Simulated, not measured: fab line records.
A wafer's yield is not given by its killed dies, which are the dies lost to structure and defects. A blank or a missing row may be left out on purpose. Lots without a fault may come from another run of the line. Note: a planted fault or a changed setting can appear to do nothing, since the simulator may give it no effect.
fab line records | flow sky130 | part 1 of 2: steps 1 to 29 of 40
record: lots: 5 wafers: 15 lastDay: 49
route steps=708 shown POLY_CUT@317 SD_P@320 RES_XHIGH@332 SD_N@342
lots untouched by any fault: they come from a run of this same line in which no faults occurred
startH: start of the lot's first displayed wafer, in hours after the record's first day | waitH: hours elapsed since this lot's preceding step | " same as the row above | L1.1+2: a single row standing in for several wafers | - no value present, or no start provided | * or withheld: withheld | < > ~ a bound
route shown NAME@n: NAME is a module with steps in the file, n the number in the route of the first one | usual: the fault-free wafers' mean and standard deviation | same: alike in all rows | chamber/n: place in a boat | sites: the reading at each site | _std_site: their standard deviation | _edge_site: mean of outer sites minus mean of inner sites | radiusMm: for every site, how far away it sits from the centre of the wafer | mask NAME#n: copy n | behind: tool/chamber where the wafer was last shaped | hold: the reason the lot was held/the length of the hold in hours/how it ended | device: whichever transistor did not switch (one of n, p or np) | end of line: at the end of the route, the tests of the same wafers | step lacking rows: just its recipe | killed: not the wafer's yield, but the dies lost to structure and defects at the first sort | map: dies across one wafer; x = killed, . = not, _ = none there
set.NAME: the setting that was run; set.NAME@STEP: the one run at that earlier step | model.NAME: the simulator's own value behind a step, which no gauge read
lots at selected steps of the route; one table per step, one row per wafer
services: from which hour (startH, from the record's first day; less than 0 if before it) a tool's chamber was out of use, for how many hours, and why
== steps ==
step: SKY_POLY_CUT_ETCH_10
recipe: chemistry: N2/H2 target: BARC ionEnergyEv: 200 sourceW: 500 biasW: 100 pressureMtorr: 30 n2FlowSccm: 100 h2FlowSccm: 200 stopOn: SiO2 timeS: 45.9 targetDepthA: 600
usual: chamberPressureMTorr: 30.00/0.036 drypumpMotorCurrentA: 5.8/0.41 oesProductAu: 0.854/0.0051 throttleValvePct: 13.225/0.0091
columns lot.wafer tool chamber startH waitH chamberPressureMTorr drypumpMotorCurrentA oesProductAu rfHoursCounterH throttleValvePct
L079.1 rieDiel-02 2 600.23 0.0 30.01 5.8 0.854 2 13.237
L079.2 " 3 " " 30.05 6.1 0.849 51 13.223
L079.6 " 0 " " 30.01 5.9 0.849 - 13.221
L083.2 rieDiel-01 3 636.38 0.0 30.02 5.7 0.856 16 13.234
L083.5 " 2 " " 30.05 5.9 0.855 - 13.223
L083.6 " 1 " " 30.03 5.3 0.856 - 13.213
L087.1 rieDiel-01 3 668.86 0.0 30.00 5.8 0.860 17 13.231
L087.3 " 2 " " 29.99 5.9 0.858 52 13.232
L087.4 " 0 " " 30.00 6.3 0.854 16 13.211
L090.1 rieDiel-01 3 695.54 0.0 30.00 5.8 0.861 18 13.235
L090.4 " 2 " " 29.98 5.9 0.853 52 13.222
L090.5 " 1 " " 29.97 5.3 0.853 - 13.218
L094.1 rieDiel-02 1 720.41 0.0 30.04 5.1 0.851 11 13.225
L094.3 " 2 " " 29.97 5.9 0.859 4 13.247
L094.6 " 2 " " 30.01 5.8 0.864 - 13.239
step: SKY_POLY_CUT_ETCH_11
recipe: target: Si3N4 chemistry: CF4/CH2F2/Ar stopOn: poly-Si sourceW: 600 biasW: 150 pressureMtorr: 40 cf4FlowSccm: 40 ch2f2FlowSccm: 20 Ar_flow_sccm: 150 timeS: 42.5 targetDepthA: 600
usual: chamberPressureMTorr: 40.00/0.033 drypumpMotorCurrentA: 5.8/0.41 oesProductAu: 0.831/0.0051 throttleValvePct: 14.993/0.0091
columns lot.wafer tool chamber startH waitH chamberPressureMTorr drypumpMotorCurrentA oesProductAu rfHoursCounterH throttleValvePct
L079.1 rieDiel-02 2 600.27 0.0 40.01 5.9 0.829 2 15.003
L079.2 " 3 " " 40.02 6.1 0.825 51 14.990
L079.6 " 0 " " 39.98 5.9 0.830 - 14.993
L083.2 rieDiel-01 3 636.42 0.0 40.03 5.7 0.833 16 14.993
L083.5 " 2 " " 39.97 5.8 0.829 - 15.000
L083.6 " 1 " " 39.99 5.3 0.840 - 15.011
L087.1 rieDiel-01 3 668.91 0.0 40.01 5.7 0.827 17 15.002
L087.3 " 2 " " 40.02 5.9 0.835 52 15.006
L087.4 " 0 " " 40.02 6.4 0.827 16 15.000
L090.1 rieDiel-01 3 695.59 0.0 40.02 5.8 0.833 18 14.987
L090.4 " 2 " " 39.96 5.9 0.832 52 14.983
L090.5 " 1 " " 40.05 5.3 0.836 - 14.994
L094.1 rieDiel-02 1 720.46 0.0 39.96 5.1 0.829 11 14.978
L094.3 " 2 " " 39.96 5.8 0.830 4 14.998
L094.6 " 2 " " 39.98 5.8 0.829 - 15.003
step: SKY_POLY_CUT_STRIP_12
recipe: chemistry: O2/N2 powerW: 1400 pressureMtorr: 1500 platenTempC: withheld o2FlowSccm: 3000 n2FlowSccm: 300 overashFraction: 0.5
usual: chamberPressureMTorr: 1500.2/1.3 drypumpMotorCurrentA: 5.9/0.34 oesProductAu: 0.452/0.0045 stripTimeToEndpointS: 5.353/0.019
columns lot.wafer tool chamber startH waitH chamberPressureMTorr drypumpMotorCurrentA oesProductAu rfHoursCounterH stripTimeToEndpointS
L079.1 plasmaAsher-02 0 600.31 0.0 1501.5 5.9 0.454 17 5.362
L079.2 " 1 " " 1498.9 6.0 0.455 17 5.366
L079.6 " 1 " " 1500.1 6.0 0.448 - 5.359
L083.2 plasmaAsher-01 0 636.46 0.0 1499.2 6.1 0.448 52 5.330
L083.5 " 1 " " 1501.9 5.4 0.456 - 5.338
L083.6 " 0 " " 1500.2 6.1 0.447 - 5.331
L087.1 plasmaAsher-04 0 668.95 0.0 1497.4 5.4 0.451 99 5.346
L087.3 " 0 " " 1498.2 5.4 0.453 - 5.327
L087.4 " 1 " " 1498.8 6.3 0.447 - 5.366
L090.1 plasmaAsher-02 0 695.63 0.0 1499.8 5.9 0.448 27 5.366
L090.4 " 1 " " 1502.0 6.0 0.452 - 5.356
L090.5 " 0 " " 1501.2 5.9 0.454 - 5.377
L094.1 plasmaAsher-04 0 720.50 0.0 1500.4 5.4 0.439 104 5.358
L094.3 " 0 " " 1498.6 5.4 0.453 - 5.376
L094.6 " 1 " " 1501.8 6.3 0.461 - 5.363
step: SKY_SD_P_DEHYDRATE_00
recipe: tempC: 200 timeS: 60
columns lot.wafer tool chamber startH waitH
L079.1+2+6 lithoTrack-02 0 613.86 13.5
L083.2+5+6 lithoTrack-01 0 650.35 13.9
L087.1+3+4 lithoTrack-02 0 682.66 13.7
L090.1+4+5 lithoTrack-03 0 709.13 13.5
L094.1+3+6 lithoTrack-02 0 733.11 12.6
step: SKY_SD_P_HMDS_01
recipe: primeTimeS: 60 primeTempC: 120
usual: primeTempC: 120.01/0.13
columns lot.wafer tool chamber startH waitH primeTempC
L079.1 lithoTrack-02 0 614.01 0.1 120.11
L079.2 " 0 " " 119.91
L079.6 " 0 " " 119.84
L083.2 lithoTrack-01 0 650.50 0.1 120.11
L083.5 " 0 " " 120.06
L083.6 " 0 " " 120.09
L087.1 lithoTrack-02 0 682.81 0.1 120.25
L087.3 " 0 " " 119.95
L087.4 " 0 " " 120.12
L090.1 lithoTrack-03 0 709.28 0.1 120.00
L090.4 " 0 " " 119.94
L090.5 " 0 " " 119.95
L094.1 lithoTrack-02 0 733.26 0.1 120.00
L094.3 " 0 " " 120.03
L094.6 " 0 " " 120.10
step: SKY_SD_P_COAT_02
recipe: resist: NOVOLAK spinRpm: 3000 resistThkNm: 1140
columns lot.wafer tool chamber startH waitH
L079.1+2+6 lithoTrack-02 0 614.16 0.1
L083.2+5+6 lithoTrack-01 0 650.65 0.1
L087.1+3+4 lithoTrack-02 0 682.96 0.1
L090.1+4+5 lithoTrack-03 0 709.43 0.1
L094.1+3+6 lithoTrack-02 0 733.41 0.1
step: SKY_SD_P_SOFTBAKE_03
recipe: tempC: 90 timeS: 60 resist: NOVOLAK
columns lot.wafer tool chamber startH waitH
L079.1+2+6 lithoTrack-02 0 614.31 0.1
L083.2+5+6 lithoTrack-01 0 650.80 0.1
L087.1+3+4 lithoTrack-02 0 683.11 0.1
L090.1+4+5 lithoTrack-03 0 709.58 0.1
L094.1+3+6 lithoTrack-02 0 733.56 0.1
step: SKY_SD_P_EXPOSE_04
recipe: maskId: PSDM na: 0.6 sourceShape: conventional sigmaOuter: 0.6 polarization: unpolarized targetCdNm: 380 doseMj: 138
usual: exposureDoseMJCm2: 137.35/0.15
columns lot.wafer tool chamber startH waitH mask exposureDoseMJCm2
L079.1 ilineStepper-01 0 - - PSDM#0 137.21
L079.2 " 0 " " PSDM#0 137.40
L079.6 " 0 " " PSDM#0 137.45
L083.2 ilineStepper-02 0 - - PSDM#0 137.43
L083.5 " 0 " " PSDM#0 137.59
L083.6 " 0 " " PSDM#0 137.60
L087.1 ilineStepper-02 0 - - PSDM#0 137.48
L087.3 " 0 " " PSDM#0 137.27
L087.4 " 0 " " PSDM#0 137.57
L090.1 ilineStepper-01 0 - - PSDM#0 137.43
L090.4 " 0 " " PSDM#0 137.38
L090.5 " 0 " " PSDM#0 137.14
L094.1 ilineStepper-01 0 - - PSDM#0 137.26
L094.3 " 0 " " PSDM#0 137.30
L094.6 " 0 " " PSDM#0 137.29
step: SKY_SD_P_PEB_05
recipe: tempC: withheld timeS: * resist: NOVOLAK
columns lot.wafer tool chamber startH waitH
L079.1+2+6 lithoTrack-01 0 - -
L083.2+5+6 lithoTrack-03 0 - -
L087.1+3+4 lithoTrack-02 0 - -
L090.1+4+5 lithoTrack-02 0 - -
L094.1+3+6 lithoTrack-03 0 - -
step: SKY_SD_P_DEVELOP_06
recipe: resist: NOVOLAK developer: TMAH developTimeS: 60.8 devTempC: 23
columns lot.wafer tool chamber startH waitH
L079.1+2+6 lithoTrack-01 0 628.97 0.1
L083.2+5+6 lithoTrack-03 0 664.60 0.1
L087.1+3+4 lithoTrack-02 0 696.56 0.1
L090.1+4+5 lithoTrack-02 0 722.11 0.1
L094.1+3+6 lithoTrack-03 0 747.83 0.1
step: SKY_SD_P_CD_MEAS_07
recipe: targetCdNm: 380
usual: cdNm: 380.6/2.7
columns lot.wafer tool chamber startH waitH cdNm
L079.1 cdSem-01 - 629.12 0.1 379.2
L079.2 " - " " 380.2
L079.6 " - " " 381.4
L083.2 cdSem-01 - 664.75 0.1 378.8
L083.5 " - " " 379.5
L083.6 " - " " 380.0
L087.1 cdSem-02 - 696.71 0.1 382.7
L087.3 " - " " 387.1
L087.4 " - " " 382.3
L090.1 cdSem-01 - 722.26 0.1 375.4
L090.4 " - " " 377.1
L090.5 " - " " 378.8
L094.1 cdSem-01 - 747.98 0.1 381.5
L094.3 " - " " 378.8
L094.6 " - " " 378.4
step: SKY_SD_P_OVL_MEAS_08
usual: SD_P_OVL: 0.2/1.2
columns lot.wafer tool chamber startH waitH SD_P_OVL[nm]
L079.1 overlay-02 - 629.24 0.1 -1.3
L079.2 " - " " 0.5
L079.6 " - " " 0.6
L083.2 overlay-02 - 664.85 0.1 1.1
L083.5 " - " " 1.3
L083.6 " - " " 0.3
L087.1 overlay-02 - 696.83 0.1 -1.2
L087.3 " - " " 0.1
L087.4 " - " " -0.3
L090.1 overlay-01 - 722.38 0.1 1.2
L090.4 " - " " 1.2
L090.5 " - " " 1.8
L094.1 overlay-01 - 748.10 0.1 0.3
L094.3 " - " " -0.2
L094.6 " - " " 0.5
step: SKY_SD_P_IMPLANT_09
recipe: species: BF2 energyKev: 20 doseCm2: 3e+15 tiltDeg: 0
columns lot.wafer tool chamber startH waitH
L079.1+2+6 implanter-04 0 629.28 0.0
L083.2+5+6 implanter-01 0 664.91 0.0
L087.1+3+4 implanter-04 0 696.86 0.0
L090.1+4+5 implanter-04 0 722.41 0.0
L094.1+3+6 implanter-04 0 748.24 0.1
step: SKY_SD_P_STRIP_10
recipe: chemistry: O2/N2 powerW: 1400 pressureMtorr: 1500 platenTempC: withheld o2FlowSccm: 3000 n2FlowSccm: 300 overashFraction: 0.5
usual: chamberPressureMTorr: 1500.0/1.5 drypumpMotorCurrentA: 5.96/0.27 oesProductAu: 0.617/0.0042 stripTimeToEndpointS: 17.49/0.039
columns lot.wafer tool chamber startH waitH chamberPressureMTorr drypumpMotorCurrentA oesProductAu rfHoursCounterH stripTimeToEndpointS
L079.1 plasmaAsher-03 1 629.43 0.1 1498.0 5.78 0.621 74 17.51
L079.2 " 0 " " 1499.6 6.33 0.618 74 17.48
L079.6 " 1 " " 1501.7 5.77 0.615 - 17.51
L083.2 plasmaAsher-02 0 665.03 0.1 1499.4 5.94 0.617 24 17.43
L083.5 " 1 " " 1501.3 6.00 0.629 - 17.41
L083.6 " 0 " " 1499.1 5.94 0.619 - 17.41
L087.1 plasmaAsher-03 1 697.01 0.1 1499.7 5.80 0.615 81 17.58
L087.3 " 0 " " 1500.1 6.35 0.616 - 17.52
L087.4 " 1 " " 1497.9 5.77 0.622 - 17.61
L090.1 plasmaAsher-03 1 722.56 0.1 1496.4 5.79 0.618 83 17.51
L090.4 " 1 " " 1499.0 5.76 0.617 - 17.53
L090.5 " 1 " " 1500.9 5.80 0.621 - 17.51
L094.1 plasmaAsher-01 1 748.39 0.1 1499.9 5.43 0.625 64 17.49
L094.3 " 1 " " 1500.9 5.41 0.618 - 17.44
L094.6 " 0 " " 1499.1 6.10 0.611 - 17.45
step: SKY_SD_P_TW_MEAS_11
usual: SD_P_TW: 2799/13
columns lot.wafer tool chamber startH waitH SD_P_TW
L079.1 filmMetro-02 - 629.53 0.1 2797
L079.2 " - " " 2786
L079.6 " - " " 2786
L083.2 filmMetro-03 - 665.14 0.1 2819
L083.5 " - " " 2832
L083.6 " - " " 2805
L087.1 filmMetro-02 - 697.11 0.1 2773
L087.3 " - " " 2779
L087.4 " - " " 2775
L090.1 filmMetro-03 - 722.66 0.1 2811
L090.4 " - " " 2818
L090.5 " - " " 2830
L094.1 filmMetro-02 - 748.49 0.1 2802
L094.3 " - " " 2780
L094.6 " - " " 2782
step: SKY_RES_XHIGH_DEHYDRATE_00
recipe: tempC: 200 timeS: 60
columns lot.wafer tool chamber startH waitH
L079.1+2+6 lithoTrack-04 0 643.44 13.9
L083.2+5+6 lithoTrack-04 0 678.96 13.8
L087.1+3+4 lithoTrack-04 0 710.44 13.3
L090.1+4+5 lithoTrack-04 0 735.84 13.2
L094.1+3+6 lithoTrack-01 0 760.27 11.8
step: SKY_RES_XHIGH_HMDS_01
recipe: primeTimeS: 60 primeTempC: 120
usual: primeTempC: 120.01/0.14
columns lot.wafer tool chamber startH waitH primeTempC
L079.1 lithoTrack-04 0 643.59 0.1 120.06
L079.2 " 0 " " 120.02
L079.6 " 0 " " 119.98
L083.2 lithoTrack-04 0 679.11 0.1 120.12
L083.5 " 0 " " 120.08
L083.6 " 0 " " 120.21
L087.1 lithoTrack-04 0 710.59 0.1 120.05
L087.3 " 0 " " 119.90
L087.4 " 0 " " 120.18
L090.1 lithoTrack-04 0 735.99 0.1 119.77
L090.4 " 0 " " 119.94
L090.5 " 0 " " 119.98
L094.1 lithoTrack-01 0 760.42 0.1 119.89
L094.3 " 0 " " 120.16
L094.6 " 0 " " 120.06
step: SKY_RES_XHIGH_COAT_02
recipe: resist: NOVOLAK spinRpm: 3000 resistThkNm: 1140
columns lot.wafer tool chamber startH waitH
L079.1+2+6 lithoTrack-04 0 643.74 0.1
L083.2+5+6 lithoTrack-04 0 679.26 0.1
L087.1+3+4 lithoTrack-04 0 710.74 0.1
L090.1+4+5 lithoTrack-04 0 736.14 0.1
L094.1+3+6 lithoTrack-01 0 760.57 0.1
step: SKY_RES_XHIGH_SOFTBAKE_03
recipe: tempC: 90 timeS: 60 resist: NOVOLAK
columns lot.wafer tool chamber startH waitH
L079.1+2+6 lithoTrack-04 0 643.89 0.1
L083.2+5+6 lithoTrack-04 0 679.41 0.1
L087.1+3+4 lithoTrack-04 0 710.89 0.1
L090.1+4+5 lithoTrack-04 0 736.29 0.1
L094.1+3+6 lithoTrack-01 0 760.72 0.1
step: SKY_RES_XHIGH_EXPOSE_04
recipe: maskId: URPM na: 0.6 sourceShape: conventional sigmaOuter: 0.6 polarization: unpolarized targetCdNm: 1270 doseMj: 140
usual: exposureDoseMJCm2: 139.96/0.16
columns lot.wafer tool chamber startH waitH mask exposureDoseMJCm2
L079.1 ilineStepper-01 0 - - URPM#0 139.93
L079.2 " 0 " " URPM#0 140.18
L079.6 " 0 " " URPM#0 139.92
L083.2 ilineStepper-02 0 - - URPM#0 139.66
L083.5 " 0 " " URPM#0 140.06
L083.6 " 0 " " URPM#0 139.97
L087.1 ilineStepper-01 0 - - URPM#0 139.90
L087.3 " 0 " " URPM#0 139.99
L087.4 " 0 " " URPM#0 140.02
L090.1 ilineStepper-01 0 - - URPM#0 139.88
L090.4 " 0 " " URPM#0 139.99
L090.5 " 0 " " URPM#0 139.80
L094.1 ilineStepper-01 0 - - URPM#0 139.81
L094.3 " 0 " " URPM#0 139.93
L094.6 " 0 " " URPM#0 139.98
step: SKY_RES_XHIGH_PEB_05
recipe: tempC: withheld timeS: * resist: NOVOLAK
columns lot.wafer tool chamber startH waitH
L079.1+2+6 lithoTrack-01 0 - -
L083.2+5+6 lithoTrack-01 0 - -
L087.1+3+4 lithoTrack-01 0 - -
L090.1+4+5 lithoTrack-01 0 - -
L094.1+3+6 lithoTrack-03 0 - -
step: SKY_RES_XHIGH_DEVELOP_06
recipe: resist: NOVOLAK developer: TMAH developTimeS: 60 devTempC: 23
columns lot.wafer tool chamber startH waitH
L079.1+2+6 lithoTrack-01 0 658.02 0.1
L083.2+5+6 lithoTrack-01 0 692.25 0.1
L087.1+3+4 lithoTrack-01 0 724.72 0.1
L090.1+4+5 lithoTrack-01 0 749.82 0.1
L094.1+3+6 lithoTrack-03 0 774.23 0.1
step: SKY_RES_XHIGH_IMPLANT_07
recipe: species: BF2 energyKev: 20 doseCm2: 3.6e+14 tiltDeg: 0
columns lot.wafer tool chamber startH waitH
L079.1+2+6 implanter-04 0 658.17 0.1
L083.2+5+6 implanter-02 0 692.40 0.1
L087.1+3+4 implanter-04 0 724.87 0.1
L090.1+4+5 implanter-04 0 749.97 0.1
L094.1+3+6 implanter-02 0 774.38 0.1
step: SKY_RES_XHIGH_STRIP_08
recipe: chemistry: O2/N2 powerW: 1400 pressureMtorr: 1500 platenTempC: withheld o2FlowSccm: 3000 n2FlowSccm: 300 overashFraction: 0.5
usual: chamberPressureMTorr: 1500.1/1.4 drypumpMotorCurrentA: 5.97/0.29 oesProductAu: 0.711/0.0044 stripTimeToEndpointS: 14.26/0.043
columns lot.wafer tool chamber startH waitH chamberPressureMTorr drypumpMotorCurrentA oesProductAu rfHoursCounterH stripTimeToEndpointS
L079.1 plasmaAsher-02 0 658.32 0.1 1499.5 5.95 0.711 23 14.21
L079.2 " 1 " " 1502.1 5.99 0.721 23 14.23
L079.6 " 1 " " 1498.5 6.01 0.705 - 14.23
L083.2 plasmaAsher-03 1 692.52 0.1 1499.7 5.79 0.711 80 14.30
L083.5 " 0 " " 1501.7 6.32 0.705 - 14.23
L083.6 " 1 " " 1498.1 5.77 0.716 - 14.25
L087.1 plasmaAsher-04 0 725.02 0.1 1500.6 5.39 0.707 105 14.25
L087.3 " 1 " " 1498.6 6.30 0.706 - 14.26
L087.4 " 0 " " 1497.9 5.38 0.719 - 14.30
L090.1 plasmaAsher-03 1 750.12 0.1 1501.1 5.79 0.708 86 14.28
L090.4 " 1 " " 1502.0 5.80 0.709 - 14.25
L090.5 " 0 " " 1501.2 6.34 0.713 - 14.25
L094.1 plasmaAsher-03 1 774.53 0.1 1498.0 5.76 0.718 88 14.24
L094.3 " 1 " " 1497.7 5.76 0.707 - 14.24
L094.6 " 1 " " 1498.0 5.78 0.708 - 14.23
step: SKY_RES_XHIGH_TW_MEAS_09
usual: RES_XHIGH_TW: 1623/9.1
columns lot.wafer tool chamber startH waitH RES_XHIGH_TW
L079.1 filmMetro-04 - 658.42 0.1 1618
L079.2 " - " " 1614
L079.6 " - " " 1611
L083.2 filmMetro-02 - 692.63 0.1 1621
L083.5 " - " " 1616
L083.6 " - " " 1621
L087.1 filmMetro-02 - 725.12 0.1 1608
L087.3 " - " " 1618
L087.4 " - " " 1609
L090.1 filmMetro-02 - 750.22 0.1 1616
L090.4 " - " " 1610
L090.5 " - " " 1606
L094.1 filmMetro-04 - 774.63 0.1 1615
L094.3 " - " " 1622
L094.6 " - " " 1625
step: SKY_SD_N_DEHYDRATE_00
recipe: tempC: 200 timeS: 60
columns lot.wafer tool chamber startH waitH
L079.1+2+6 lithoTrack-03 0 671.98 13.5
L083.2+5+6 lithoTrack-04 0 705.96 13.3
L087.1+3+4 lithoTrack-03 0 738.53 13.4
L090.1+4+5 lithoTrack-04 0 762.34 12.1
L094.1+3+6 lithoTrack-02 0 787.21 12.6
step: SKY_SD_N_HMDS_01
recipe: primeTimeS: 60 primeTempC: 120
usual: primeTempC: 120.00/0.16
columns lot.wafer tool chamber startH waitH primeTempC
L079.1 lithoTrack-03 0 672.13 0.1 119.84
L079.2 " 0 " " 119.91
L079.6 " 0 " " 119.77
L083.2 lithoTrack-04 0 706.11 0.1 120.20
L083.5 " 0 " " 120.13
L083.6 " 0 " " 120.05
L087.1 lithoTrack-03 0 738.68 0.1 119.88
L087.3 " 0 " " 120.17
L087.4 " 0 " " 120.01
L090.1 lithoTrack-04 0 762.49 0.1 120.34
L090.4 " 0 " " 120.50
L090.5 " 0 " " 119.98
L094.1 lithoTrack-02 0 787.36 0.1 119.94
L094.3 " 0 " " 120.08
L094.6 " 0 " " 119.99
step: SKY_SD_N_COAT_02
recipe: resist: NOVOLAK spinRpm: 3000 resistThkNm: 1140
columns lot.wafer tool chamber startH waitH
L079.1+2+6 lithoTrack-03 0 672.28 0.1
L083.2+5+6 lithoTrack-04 0 706.26 0.1
L087.1+3+4 lithoTrack-03 0 738.83 0.1
L090.1+4+5 lithoTrack-04 0 762.64 0.1
L094.1+3+6 lithoTrack-02 0 787.51 0.1
step: SKY_SD_N_SOFTBAKE_03
recipe: tempC: 90 timeS: 60 resist: NOVOLAK
columns lot.wafer tool chamber startH waitH
L079.1+2+6 lithoTrack-03 0 672.43 0.1
L083.2+5+6 lithoTrack-04 0 706.41 0.1
L087.1+3+4 lithoTrack-03 0 738.98 0.1
L090.1+4+5 lithoTrack-04 0 762.79 0.1
L094.1+3+6 lithoTrack-02 0 787.66 0.1
